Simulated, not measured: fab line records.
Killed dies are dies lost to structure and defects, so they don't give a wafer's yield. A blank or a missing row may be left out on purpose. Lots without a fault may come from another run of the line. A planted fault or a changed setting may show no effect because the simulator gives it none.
fab line records :: flow sfqLine
record
  lots=6
  wafers=18
  lastDay=87
route steps=325 shown M1@72 I1@73
lots untouched by any fault: they come from a run of this same line in which no faults occurred
startH: hours from the record's first day to the start of the lot's first wafer shown :: waitH: time in hours since the lot's previous step :: " identical to the entry in the row above :: L1.1+2: several wafers, shown together as one row :: - either no value or no given start :: * or withheld: withheld :: < > ~ a bound
route shown NAME@n: names a module that has steps shown in the file, with the first one's number in the route :: usual: mean/standard deviation taken from wafers without a fault :: same: alike in all rows :: chamber/n: place in a boat :: sites: readings site by site :: _std_site: how widely they spread, as a standard deviation :: _edge_site: mean of outer sites minus mean of inner sites :: radiusMm: for every site, how far away it sits from the centre of the wafer :: mask NAME#n: copy n :: behind: tool/chamber where the wafer was last shaped :: hold: what put the lot on hold/how long, in hours/how the hold closed :: device: the transistor (n, p or np) that didn't switch :: end of line: the same wafers' tests at the end of the route :: step lacking rows: just its recipe :: killed: dies that structure and defects cost at the first sort, which is not the same as the wafer's yield :: map: per-die view of a wafer (x killed, . not killed, _ where there is no die)
set.NAME: the setting the step ran with; set.NAME@STEP: the setting that earlier step ran with :: model.NAME: the simulator's own value behind a step, which no gauge read
certain route steps with their lots: each step a table, each wafer a row
services: a tool's chamber out of use, with start hour (startH, from the record's first day; less than 0 if before it), hours out, and reason
## steps
# step SFQ_TRILAYER_M1_STRIP_SOLV_CLEAN_044
# recipe
  chemistry=NMP
  tempC=70
  timeS=600
# step SFQ_TRILAYER_I1_DEP_PECVD_045
# recipe
  material=SiO2
  tempC=150
  timeS=111.11
  pressureTorr=2.4
  rfW=183.3
  precursor=SiH4/N2O
  targetThkNm=500
# usual
  heaterPowerOuterW=34/11
  heaterPowerW=90/16
  throttleValvePct=26.0/1.3
lot.wafer: L904.1
tool: pecvd-02
chamber: 1
startH: 433.73
waitH: 0.0
heaterPowerOuterW: 20
heaterPowerW: 80
throttleValvePct: 25.2

lot.wafer: L904.3
tool: pecvd-02
chamber: 2
startH: 433.73
waitH: 0.0
heaterPowerOuterW: 42
heaterPowerW: 97
throttleValvePct: 25.8

lot.wafer: L904.4
tool: pecvd-02
chamber: 0
startH: 433.73
waitH: 0.0
heaterPowerOuterW: 32
heaterPowerW: 91
throttleValvePct: 26.8

lot.wafer: L909.1
tool: pecvd-03
chamber: 0
startH: 495.03
waitH: 0.0
heaterPowerOuterW: 27
heaterPowerW: 77
throttleValvePct: 25.5

lot.wafer: L909.2
tool: pecvd-03
chamber: 2
startH: 495.03
waitH: 0.0
heaterPowerOuterW: 58
heaterPowerW: 118
throttleValvePct: 28.7

lot.wafer: L909.6
tool: pecvd-03
chamber: 0
startH: 495.03
waitH: 0.0
heaterPowerOuterW: 29
heaterPowerW: 80
throttleValvePct: 25.4

lot.wafer: L911.1
tool: pecvd-01
chamber: 1
startH: 504.61
waitH: 0.0
heaterPowerOuterW: 43
heaterPowerW: 92
throttleValvePct: 24.3

lot.wafer: L911.2
tool: pecvd-01
chamber: 2
startH: 504.61
waitH: 0.0
heaterPowerOuterW: 28
heaterPowerW: 77
throttleValvePct: 27.1

lot.wafer: L911.6
tool: pecvd-01
chamber: 1
startH: 504.61
waitH: 0.0
heaterPowerOuterW: 44
heaterPowerW: 94
throttleValvePct: 24.4

lot.wafer: L921.1
tool: pecvd-02
chamber: 0
startH: 749.73
waitH: 0.0
heaterPowerOuterW: 27
heaterPowerW: 81
throttleValvePct: 27.1

lot.wafer: L921.5
tool: pecvd-02
chamber: 0
startH: 749.73
waitH: 0.0
heaterPowerOuterW: 29
heaterPowerW: 85
throttleValvePct: 27.0

lot.wafer: L921.6
tool: pecvd-02
chamber: 2
startH: 749.73
waitH: 0.0
heaterPowerOuterW: 46
heaterPowerW: 103
throttleValvePct: 25.7

lot.wafer: L922.2
tool: pecvd-02
chamber: 2
startH: 756.45
waitH: 0.0
heaterPowerOuterW: 43
heaterPowerW: 101
throttleValvePct: 25.7

lot.wafer: L922.4
tool: pecvd-02
chamber: 0
startH: 756.45
waitH: 0.0
heaterPowerOuterW: 38
heaterPowerW: 97
throttleValvePct: 27.1

lot.wafer: L922.6
tool: pecvd-02
chamber: 2
startH: 756.45
waitH: 0.0
heaterPowerOuterW: 45
heaterPowerW: 100
throttleValvePct: 25.8

lot.wafer: L924.1
tool: pecvd-03
chamber: 0
startH: 764.85
waitH: 0.0
heaterPowerOuterW: 37
heaterPowerW: 92
throttleValvePct: 23.1

lot.wafer: L924.3
tool: pecvd-03
chamber: 2
startH: 764.85
waitH: 0.0
heaterPowerOuterW: 55
heaterPowerW: 116
throttleValvePct: 24.5

lot.wafer: L924.4
tool: pecvd-03
chamber: 0
startH: 764.85
waitH: 0.0
heaterPowerOuterW: 24
heaterPowerW: 80
throttleValvePct: 23.1
# step SFQ_TRILAYER_I1_CMP_CMP_046
# recipe
  material=SiO2
  downForcePsi=3
  platenRpm=60
  padVelocityMS=0.94248
# usual
  motorCurrentA=9.9/1.4
  timeToEndpointS=217/7.2
lot.wafer: L904.3
tool: cmp-01
chamber: 3
startH: 433.81
waitH: 0.0
motorCurrentA: 12.4
timeToEndpointS: 222

lot.wafer: L904.1
tool: cmp-01
chamber: 0
startH: 433.81
waitH: 0.0
motorCurrentA: 8.5
timeToEndpointS: 210

lot.wafer: L904.4
tool: cmp-01
chamber: 1
startH: 433.81
waitH: 0.0
motorCurrentA: 10.8
timeToEndpointS: 222

lot.wafer: L909.1
tool: cmp-01
chamber: 0
startH: 497.37
waitH: 2.3
motorCurrentA: 8.3
timeToEndpointS: 222

lot.wafer: L909.2
tool: cmp-01
chamber: 1
startH: 497.37
waitH: 2.3
motorCurrentA: 10.1
timeToEndpointS: 211

lot.wafer: L909.6
tool: cmp-01
chamber: 0
startH: 499.37
waitH: 4.3
motorCurrentA: 8.6
timeToEndpointS: 222

lot.wafer: L911.1
tool: cmp-01
chamber: 1
startH: 507.37
waitH: 2.7
motorCurrentA: 10.1
timeToEndpointS: 216

lot.wafer: L911.2
tool: cmp-01
chamber: 2
startH: 507.37
waitH: 2.7
motorCurrentA: 8.1
timeToEndpointS: 213

lot.wafer: L911.6
tool: cmp-01
chamber: 0
startH: 508.87
waitH: 4.2
motorCurrentA: 8.4
timeToEndpointS: 214

lot.wafer: L921.1
tool: cmp-02
chamber: 0
startH: 752.08
waitH: 2.3
motorCurrentA: 10.0
timeToEndpointS: 205

lot.wafer: L921.5
tool: cmp-02
chamber: 1
startH: 752.08
waitH: 2.3
motorCurrentA: 12.0
timeToEndpointS: 216

lot.wafer: L921.6
tool: cmp-02
chamber: 2
startH: 752.08
waitH: 2.3
motorCurrentA: 9.1
timeToEndpointS: 215

lot.wafer: L922.4
tool: cmp-02
chamber: 0
startH: 763.58
waitH: 7.1
motorCurrentA: 9.6
timeToEndpointS: 214

lot.wafer: L922.2
tool: cmp-02
chamber: 3
startH: 765.08
waitH: 8.6
motorCurrentA: 9.0
timeToEndpointS: 209

lot.wafer: L922.6
tool: cmp-02
chamber: 1
startH: 766.08
waitH: 9.6
motorCurrentA: 11.3
timeToEndpointS: 213

lot.wafer: L924.1
tool: cmp-01
chamber: 0
startH: 778.80
waitH: 13.9
motorCurrentA: 8.3
timeToEndpointS: 211

lot.wafer: L924.3
tool: cmp-01
chamber: 2
startH: 779.80
waitH: 14.9
motorCurrentA: 8.2
timeToEndpointS: 208

lot.wafer: L924.4
tool: cmp-01
chamber: 3
startH: 779.80
waitH: 14.9
motorCurrentA: 13.0
timeToEndpointS: 219
# step SFQ_I1_BOW_MEAS_912
# recipe
  mode=bow
# usual
  I1_BOW=1/8.1
lot.wafer: L904.1
tool: filmMetro-02
chamber: -
startH: 436.81
waitH: 2.0
I1_BOW[um]: 1

lot.wafer: L904.3
tool: filmMetro-02
chamber: -
startH: 436.81
waitH: 2.0
I1_BOW[um]: -3

lot.wafer: L904.4
tool: filmMetro-02
chamber: -
startH: 436.81
waitH: 2.0
I1_BOW[um]: -6

lot.wafer: L909.1
tool: filmMetro-02
chamber: -
startH: 500.37
waitH: 2.5
I1_BOW[um]: -7

lot.wafer: L909.2
tool: filmMetro-02
chamber: -
startH: 500.37
waitH: 2.5
I1_BOW[um]: 0

lot.wafer: L909.6
tool: filmMetro-02
chamber: -
startH: 500.37
waitH: 2.5
I1_BOW[um]: 7

lot.wafer: L911.1
tool: filmMetro-02
chamber: -
startH: 509.37
waitH: 1.5
I1_BOW[um]: -14

lot.wafer: L911.2
tool: filmMetro-02
chamber: -
startH: 509.37
waitH: 1.5
I1_BOW[um]: 4

lot.wafer: L911.6
tool: filmMetro-02
chamber: -
startH: 509.37
waitH: 1.5
I1_BOW[um]: 16

lot.wafer: L921.1
tool: filmMetro-01
chamber: -
startH: 753.58
waitH: 1.0
I1_BOW[um]: 0

lot.wafer: L921.5
tool: filmMetro-01
chamber: -
startH: 753.58
waitH: 1.0
I1_BOW[um]: -10

lot.wafer: L921.6
tool: filmMetro-01
chamber: -
startH: 753.58
waitH: 1.0
I1_BOW[um]: -9

lot.wafer: L922.2
tool: filmMetro-03
chamber: -
startH: 766.60
waitH: 1.0
I1_BOW[um]: 2

lot.wafer: L922.4
tool: filmMetro-03
chamber: -
startH: 766.60
waitH: 1.0
I1_BOW[um]: 6

lot.wafer: L922.6
tool: filmMetro-03
chamber: -
startH: 766.60
waitH: 1.0
I1_BOW[um]: -7

lot.wafer: L924.1
tool: filmMetro-01
chamber: -
startH: 781.80
waitH: 2.5
I1_BOW[um]: -1

lot.wafer: L924.3
tool: filmMetro-01
chamber: -
startH: 781.80
waitH: 2.5
I1_BOW[um]: 4

lot.wafer: L924.4
tool: filmMetro-01
chamber: -
startH: 781.80
waitH: 2.5
I1_BOW[um]: 7
# step SFQ_TRILAYER_I1_METRO_MEASURE_047
# usual
  thkNm=200.5/0.98
lot.wafer: L904.1
tool: filmMetro-02
chamber: -
startH: 436.93
waitH: 0.1
thkNm: 199.5

lot.wafer: L904.3
tool: filmMetro-02
chamber: -
startH: 436.93
waitH: 0.1
thkNm: 202.3

lot.wafer: L904.4
tool: filmMetro-02
chamber: -
startH: 436.93
waitH: 0.1
thkNm: 201.0

lot.wafer: L909.1
tool: filmMetro-02
chamber: -
startH: 500.49
waitH: 0.1
thkNm: 199.4

lot.wafer: L909.2
tool: filmMetro-02
chamber: -
startH: 500.49
waitH: 0.1
thkNm: 199.1

lot.wafer: L909.6
tool: filmMetro-02
chamber: -
startH: 500.49
waitH: 0.1
thkNm: 199.8

lot.wafer: L911.1
tool: filmMetro-02
chamber: -
startH: 509.49
waitH: 0.1
thkNm: 200.2

lot.wafer: L911.2
tool: filmMetro-02
chamber: -
startH: 509.49
waitH: 0.1
thkNm: 198.8

lot.wafer: L911.6
tool: filmMetro-02
chamber: -
startH: 509.49
waitH: 0.1
thkNm: 200.4

lot.wafer: L921.1
tool: filmMetro-01
chamber: -
startH: 753.70
waitH: 0.1
thkNm: 201.5

lot.wafer: L921.5
tool: filmMetro-01
chamber: -
startH: 753.70
waitH: 0.1
thkNm: 200.6

lot.wafer: L921.6
tool: filmMetro-01
chamber: -
startH: 753.70
waitH: 0.1
thkNm: 200.9

lot.wafer: L922.2
tool: filmMetro-03
chamber: -
startH: 766.90
waitH: 0.3
thkNm: 201.5

lot.wafer: L922.4
tool: filmMetro-03
chamber: -
startH: 766.90
waitH: 0.3
thkNm: 201.3

lot.wafer: L922.6
tool: filmMetro-03
chamber: -
startH: 766.90
waitH: 0.3
thkNm: 202.6

lot.wafer: L924.1
tool: filmMetro-01
chamber: -
startH: 781.92
waitH: 0.1
thkNm: 199.6

lot.wafer: L924.3
tool: filmMetro-01
chamber: -
startH: 781.92
waitH: 0.1
thkNm: 201.2

lot.wafer: L924.4
tool: filmMetro-01
chamber: -
startH: 781.92
waitH: 0.1
thkNm: 201.4
# step SFQ_TRILAYER_I1_VIA_LITHO_COAT_054
# recipe
  resist=BARC
  spinRpm=3000
  resistThkNm=62
# step SFQ_TRILAYER_I1_VIA_LITHO_COAT_049
# recipe
  resist=KrF
  spinRpm=3000
  resistThkNm=650
# step SFQ_TRILAYER_I1_VIA_LITHO_SOFTBAKE_053
# recipe
  tempC=withheld
  timeS=withheld
  resist=KrF
# step SFQ_TRILAYER_I1_VIA_LITHO_EXPOSE_050
# recipe
  maskId=I1
  na=0.6
  sourceShape=conventional
  sigmaOuter=0.65
  targetCdNm=500
  doseMj=21.3
# step SFQ_TRILAYER_I1_VIA_LITHO_PEB_052
# recipe
  pebTempC=115
  pebTimeS=60
  resist=KrF
# step SFQ_TRILAYER_I1_VIA_LITHO_DEVELOP_051
# recipe
  timeS=60
  resist=KrF
# step SFQ_I1_OVL_MEAS_913
# usual
  I1_OVL=-2/5.2
lot.wafer: L904.1
tool: overlay-01
chamber: -
startH: 599.36
waitH: 0.1
I1_OVL[nm]: -1

lot.wafer: L904.3
tool: overlay-01
chamber: -
startH: 599.36
waitH: 0.1
I1_OVL[nm]: -8

lot.wafer: L904.4
tool: overlay-01
chamber: -
startH: 599.36
waitH: 0.1
I1_OVL[nm]: -2

lot.wafer: L909.1
tool: overlay-02
chamber: -
startH: 648.56
waitH: 0.1
I1_OVL[nm]: 4

lot.wafer: L909.2
tool: overlay-02
chamber: -
startH: 648.56
waitH: 0.1
I1_OVL[nm]: 9

lot.wafer: L909.6
tool: overlay-02
chamber: -
startH: 648.56
waitH: 0.1
I1_OVL[nm]: 8

lot.wafer: L911.1
tool: overlay-01
chamber: -
startH: 662.20
waitH: 0.1
I1_OVL[nm]: -3

lot.wafer: L911.2
tool: overlay-01
chamber: -
startH: 662.20
waitH: 0.1
I1_OVL[nm]: -11

lot.wafer: L911.6
tool: overlay-01
chamber: -
startH: 662.20
waitH: 0.1
I1_OVL[nm]: -5

lot.wafer: L921.1
tool: overlay-02
chamber: -
startH: 769.40
waitH: 0.1
I1_OVL[nm]: 4

lot.wafer: L921.5
tool: overlay-02
chamber: -
startH: 769.40
waitH: 0.1
I1_OVL[nm]: 4

lot.wafer: L921.6
tool: overlay-02
chamber: -
startH: 769.40
waitH: 0.1
I1_OVL[nm]: -4

lot.wafer: L922.2
tool: overlay-02
chamber: -
startH: 770.61
waitH: 0.1
I1_OVL[nm]: 7

lot.wafer: L922.4
tool: overlay-02
chamber: -
startH: 770.61
waitH: 0.1
I1_OVL[nm]: 8

lot.wafer: L922.6
tool: overlay-02
chamber: -
startH: 770.61
waitH: 0.1
I1_OVL[nm]: 1

lot.wafer: L924.1
tool: overlay-02
chamber: -
startH: 786.55
waitH: 0.1
I1_OVL[nm]: 0

lot.wafer: L924.3
tool: overlay-02
chamber: -
startH: 786.55
waitH: 0.1
I1_OVL[nm]: -2

lot.wafer: L924.4
tool: overlay-02
chamber: -
startH: 786.55
waitH: 0.1
I1_OVL[nm]: 3
# step SFQ_TRILAYER_I1_VIA_BARC_OPEN_VIA_ETCH_071
# recipe
  maskMaterial=PR
  chemistry=O2
  targetDepthNm=125
  target=BARC
  sourceW=500
  biasW=80
  pressureMtorr=30
  timeS=41.7
# usual
  biasW=80.03/0.25
  drypumpMotorCurrentA=5.8/0.51
  oesProductAu=0.686/0.0045
lot.wafer: L904.1
tool: rieDiel-03
chamber: 3
startH: 599.40
waitH: 0.0
biasW: 80.36
drypumpMotorCurrentA: 6.3
oesProductAu: 0.690
rfHoursCounterH: 3

lot.wafer: L904.3
tool: rieDiel-03
chamber: 1
startH: 599.40
waitH: 0.0
biasW: 79.79
drypumpMotorCurrentA: 5.3
oesProductAu: 0.687
rfHoursCounterH: 7

lot.wafer: L904.4
tool: rieDiel-03
chamber: 2
startH: 599.40
waitH: 0.0
biasW: 80.24
drypumpMotorCurrentA: 6.7
oesProductAu: 0.680
rfHoursCounterH: 7

lot.wafer: L909.1
tool: rieDiel-03
chamber: 3
startH: 648.60
waitH: 0.0
biasW: 80.16
drypumpMotorCurrentA: 6.3
oesProductAu: 0.688
rfHoursCounterH: 4

lot.wafer: L909.2
tool: rieDiel-03
chamber: 2
startH: 648.60
waitH: 0.0
biasW: 92.88
drypumpMotorCurrentA: 6.7
oesProductAu: 0.687
rfHoursCounterH: 8

lot.wafer: L909.6
tool: rieDiel-03
chamber: 3
startH: 648.60
waitH: 0.0
biasW: 79.95
drypumpMotorCurrentA: 6.3
oesProductAu: 0.676
rfHoursCounterH: -

lot.wafer: L911.1
tool: rieDiel-03
chamber: 1
startH: 662.24
waitH: 0.0
biasW: 80.13
drypumpMotorCurrentA: 5.2
oesProductAu: 0.683
rfHoursCounterH: 8

lot.wafer: L911.2
tool: rieDiel-03
chamber: 0
startH: 662.24
waitH: 0.0
biasW: 80.28
drypumpMotorCurrentA: 6.1
oesProductAu: 0.691
rfHoursCounterH: 9

lot.wafer: L911.6
tool: rieDiel-03
chamber: 2
startH: 662.24
waitH: 0.0
biasW: 92.46
drypumpMotorCurrentA: 6.7
oesProductAu: 0.691
rfHoursCounterH: -

lot.wafer: L921.1
tool: rieDiel-03
chamber: 1
startH: 769.44
waitH: 0.0
biasW: 80.14
drypumpMotorCurrentA: 5.2
oesProductAu: 0.688
rfHoursCounterH: 9

lot.wafer: L921.5
tool: rieDiel-03
chamber: 0
startH: 769.44
waitH: 0.0
biasW: 79.80
drypumpMotorCurrentA: 6.1
oesProductAu: 0.694
rfHoursCounterH: -

lot.wafer: L921.6
tool: rieDiel-03
chamber: 1
startH: 769.44
waitH: 0.0
biasW: 80.40
drypumpMotorCurrentA: 5.2
oesProductAu: 0.687
rfHoursCounterH: -

lot.wafer: L922.2
tool: rieDiel-01
chamber: 3
startH: 770.64
waitH: 0.0
biasW: 80.02
drypumpMotorCurrentA: 5.2
oesProductAu: 0.685
rfHoursCounterH: 8

lot.wafer: L922.4
tool: rieDiel-01
chamber: 2
startH: 770.64
waitH: 0.0
biasW: 79.72
drypumpMotorCurrentA: 6.0
oesProductAu: 0.688
rfHoursCounterH: -

lot.wafer: L922.6
tool: rieDiel-01
chamber: 3
startH: 770.64
waitH: 0.0
biasW: 80.19
drypumpMotorCurrentA: 5.2
oesProductAu: 0.683
rfHoursCounterH: -

lot.wafer: L924.1
tool: rieDiel-02
chamber: 2
startH: 786.59
waitH: 0.0
biasW: 80.48
drypumpMotorCurrentA: 6.0
oesProductAu: 0.686
rfHoursCounterH: 6

lot.wafer: L924.3
tool: rieDiel-02
chamber: 0
startH: 786.59
waitH: 0.0
biasW: 79.94
drypumpMotorCurrentA: 5.6
oesProductAu: 0.688
rfHoursCounterH: 33

lot.wafer: L924.4
tool: rieDiel-02
chamber: 1
startH: 786.59
waitH: 0.0
biasW: 80.17
drypumpMotorCurrentA: 4.9
oesProductAu: 0.686
rfHoursCounterH: 2
# step SFQ_TRILAYER_I1_VIA_ETCH_VIA_ETCH_052
# recipe
  target=SiO2
  stopOn=Nb
  maskMaterial=PR
  taperDeg=20
  chemistry=CHF3
  targetDepthNm=260
  sourceW=500
  biasW=80
  pressureMtorr=30
  timeS=withheld
# usual
  biasW=80.01/0.25
  drypumpMotorCurrentA=5.8/0.51
  oesProductAu=0.856/0.0053
lot.wafer: L904.1
tool: rieDiel-03
chamber: 1
startH: 599.44
waitH: 0.0
biasW: 79.85
drypumpMotorCurrentA: 5.2
oesProductAu: 0.852

lot.wafer: L904.3
tool: rieDiel-03
chamber: 0
startH: 599.44
waitH: 0.0
biasW: 80.02
drypumpMotorCurrentA: 6.1
oesProductAu: 0.860

lot.wafer: L904.4
tool: rieDiel-03
chamber: 1
startH: 599.44
waitH: 0.0
biasW: 79.94
drypumpMotorCurrentA: 5.2
oesProductAu: 0.854

lot.wafer: L909.1
tool: rieDiel-03
chamber: 3
startH: 648.64
waitH: 0.0
biasW: 80.52
drypumpMotorCurrentA: 6.3
oesProductAu: 0.846

lot.wafer: L909.2
tool: rieDiel-03
chamber: 2
startH: 648.64
waitH: 0.0
biasW: 80.13
drypumpMotorCurrentA: 6.7
oesProductAu: 0.853

lot.wafer: L909.6
tool: rieDiel-03
chamber: 3
startH: 648.64
waitH: 0.0
biasW: 80.35
drypumpMotorCurrentA: 6.3
oesProductAu: 0.855

lot.wafer: L911.1
tool: rieDiel-03
chamber: 1
startH: 662.28
waitH: 0.0
biasW: 79.52
drypumpMotorCurrentA: 5.3
oesProductAu: 0.862

lot.wafer: L911.2
tool: rieDiel-03
chamber: 0
startH: 662.28
waitH: 0.0
biasW: 79.40
drypumpMotorCurrentA: 6.1
oesProductAu: 0.859

lot.wafer: L911.6
tool: rieDiel-03
chamber: 2
startH: 662.28
waitH: 0.0
biasW: 80.36
drypumpMotorCurrentA: 6.7
oesProductAu: 0.854

lot.wafer: L921.1
tool: rieDiel-03
chamber: 1
startH: 769.48
waitH: 0.0
biasW: 80.03
drypumpMotorCurrentA: 5.2
oesProductAu: 0.857

lot.wafer: L921.5
tool: rieDiel-03
chamber: 0
startH: 769.48
waitH: 0.0
biasW: 80.09
drypumpMotorCurrentA: 6.1
oesProductAu: 0.847

lot.wafer: L921.6
tool: rieDiel-03
chamber: 1
startH: 769.48
waitH: 0.0
biasW: 79.94
drypumpMotorCurrentA: 5.2
oesProductAu: 0.853

lot.wafer: L922.2
tool: rieDiel-01
chamber: 3
startH: 770.68
waitH: 0.0
biasW: 80.11
drypumpMotorCurrentA: 5.2
oesProductAu: 0.861

lot.wafer: L922.4
tool: rieDiel-01
chamber: 2
startH: 770.68
waitH: 0.0
biasW: 80.21
drypumpMotorCurrentA: 6.0
oesProductAu: 0.856

lot.wafer: L922.6
tool: rieDiel-01
chamber: 3
startH: 770.68
waitH: 0.0
biasW: 80.45
drypumpMotorCurrentA: 5.2
oesProductAu: 0.860

lot.wafer: L924.1
tool: rieDiel-02
chamber: 2
startH: 786.63
waitH: 0.0
biasW: 79.79
drypumpMotorCurrentA: 6.0
oesProductAu: 0.854

lot.wafer: L924.3
tool: rieDiel-02
chamber: 0
startH: 786.63
waitH: 0.0
biasW: 80.22
drypumpMotorCurrentA: 5.6
oesProductAu: 0.861

lot.wafer: L924.4
tool: rieDiel-02
chamber: 1
startH: 786.63
waitH: 0.0
biasW: 79.76
drypumpMotorCurrentA: 5.0
oesProductAu: 0.853
## services
tool: rieDiel-03
chamber: 3
startH: 419.54
hours: 6.2
kind: repair

tool: cmp-01
chamber: -
startH: 422.64
hours: 0.2
kind: repair

tool: pecvd-02
chamber: -
startH: 445.17
hours: 5.5
kind: pm

tool: filmMetro-02
chamber: -
startH: 471.87
hours: 0.7
kind: pm

tool: cmp-01
chamber: -
startH: 471.89
hours: 1.7
kind: repair

tool: rieDiel-03
chamber: -
startH: 503.38
hours: 2.0
kind: repair

tool: rieDiel-03
chamber: -
startH: 530.22
hours: 0.2
kind: repair

tool: rieDiel-03
chamber: -
startH: 535.03
hours: 3.5
kind: repair

tool: rieDiel-03
chamber: 2
startH: 543.05
hours: 9.7
kind: repair

tool: cmp-01
chamber: -
startH: 572.29
hours: 4.0
kind: pm

tool: rieDiel-03
chamber: 3
startH: 575.01
hours: 5.2
kind: repair

tool: cmp-01
chamber: -
startH: 583.75
hours: 0.2
kind: repair

tool: pecvd-02
chamber: 2
startH: 593.37
hours: 2.2
kind: repair

tool: filmMetro-02
chamber: -
startH: 593.96
hours: 0.9
kind: pm

tool: cmp-01
chamber: -
startH: 606.10
hours: 3.1
kind: repair

tool: rieDiel-03
chamber: 3
startH: 609.30
hours: 2.2
kind: repair

tool: filmMetro-02
chamber: -
startH: 614.69
hours: 5.1
kind: pm

tool: cmp-01
chamber: -
startH: 618.49
hours: 0.8
kind: repair

tool: cmp-01
chamber: -
startH: 623.91
hours: 1.2
kind: repair

tool: cmp-01
chamber: -
startH: 639.04
hours: 3.5
kind: pm

tool: pecvd-02
chamber: 1
startH: 664.92
hours: 4.3
kind: repair

tool: cmp-01
chamber: -
startH: 703.37
hours: 4.7
kind: repair

tool: pecvd-02
chamber: 1
startH: 703.54
hours: 19.9
kind: repair

tool: cmp-01
chamber: -
startH: 721.87
hours: 0.6
kind: repair
## key
firstSign
  step=SFQ_TRILAYER_I1_VIA_BARC_OPEN_VIA_ETCH_071
  reading=biasW
  direction=up
  sigmas=51
  usual=80.03
  struck=92.67
effect none on later readings
metAt SFQ_TRILAYER_I1_VIA_BARC_OPEN_VIA_ETCH_071
struckWafers L909.2,L911.6
onsetBetween 599.40 648.60
fault
  kind=processParameterDrift
  tool=rieDiel-03
  chamber=2
  onsetH=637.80
  steps=SFQ_TRILAYER_I1_VIA_BARC_OPEN_VIA_ETCH_071
  channel=biasW
  offset=12.607
  shape=step
  endH=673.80
  actsIn=theseRecipesOnly
  stated=80
